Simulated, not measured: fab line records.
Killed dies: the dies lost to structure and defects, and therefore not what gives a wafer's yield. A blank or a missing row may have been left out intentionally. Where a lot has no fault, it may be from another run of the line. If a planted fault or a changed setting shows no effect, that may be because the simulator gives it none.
One fault seen from 2 desks :: flow gf180mcu :: only its own numbers are on each desk; what lay behind them is given at the end

TOOL OWNER'S DESK, furnace-01
The tool's own readings at GF_STI_OXIDATION_01 (stabilise 600 s, purge 300 s, target thk 10 nm): means of the sampled wafers that have a number, for each lot that ran on this tool. If a lot's mean is further than 4 standard deviations from the usual mean, the lot is out of limits and carries the mark OUT (the distance appears in the brackets).
Columns: A = spikeTcLowerC at GF_STI_OXIDATION_01, usual 900.5 C; B = zonePowerLowerPct at GF_STI_OXIDATION_01, usual 19.0 %
lot: L210
first seen here: day 1 10:07
A: 900.8
B: 17.6

lot: L220
first seen here: day 3 14:27
A: 901.6
B: 17.5

lot: L221
first seen here: day 3 19:58
A: 900.2
B: 17.3

lot: L224
first seen here: day 4 08:11
A: 900.8
B: 17.6
This desk's finding: nothing out of limits on any of the 4 lots.

METROLOGY DESK
What the gauges read for every lot (on any tool): the sampled wafers with a number, averaged. If a lot's mean is further than 4 standard deviations from the usual mean, the lot is out of limits and carries the mark OUT (the distance appears in the brackets).
Columns: A = INCOMING_BOW at GF_STI_BOW_MEAS_00, usual 0 um; B = STI_OXIDATION_THK at GF_STI_THK_MEAS_02, usual 9.94 nm; C = STI_CVD_03_THK at GF_STI_THK_MEAS_04, usual 208.4 nm; D = cdNm at GF_STI_CD_MEAS_12, usual 219.6 nm; E = STI_OXIDATION_01_THK at GF_STI_THK_MEAS_22, usual 15.3 nm; F = STI_CVD_23_THK at GF_STI_THK_MEAS_24, usual 650 nm; G = STI_OXIDATION_02_THK at GF_STI_THK_MEAS_30, usual 10.00 nm
lot: L210
first seen here: day 1 10:02
A: 10
B: 9.86
C: 205.4
D: 217.6
E: 14.9
F: 650
G: 10.05

lot: L212
first seen here: day 1 20:00
A: 1
B: 10.02
C: 212.0
D: 220.7
E: 15.3
F: 652
G: 9.95

lot: L213
first seen here: day 2 01:00
A: -0
B: 9.69
C: 207.5
D: 219.7
E: 15.0
F: 649
G: 9.91

lot: L220
first seen here: day 3 12:00
A: 0
B: 10.01
C: 210.0
D: 218.8
E: 14.8
F: 640
G: 10.03

lot: L221
first seen here: day 3 17:00
A: 2
B: 10.08
C: 209.4
D: 220.5
E: 15.9
F: 647
G: 9.73

lot: L224
first seen here: day 4 08:00
A: 2
B: 9.96
C: 207.6
D: 219.8
E: 15.4
F: 654
G: 10.18

lot: L233
first seen here: day 6 05:00
A: 1
B: 9.69
C: 208.4
D: 219.9
E: 15.6
F: 653
G: 10.09
This desk's finding: nothing out of limits on any of the 7 lots.

BROUGHT TOGETHER
Nothing out of limits was seen by the tool owner's desk.
Metrology desk: nothing out of limits seen.

WHAT THE SIMULATOR PUT IN
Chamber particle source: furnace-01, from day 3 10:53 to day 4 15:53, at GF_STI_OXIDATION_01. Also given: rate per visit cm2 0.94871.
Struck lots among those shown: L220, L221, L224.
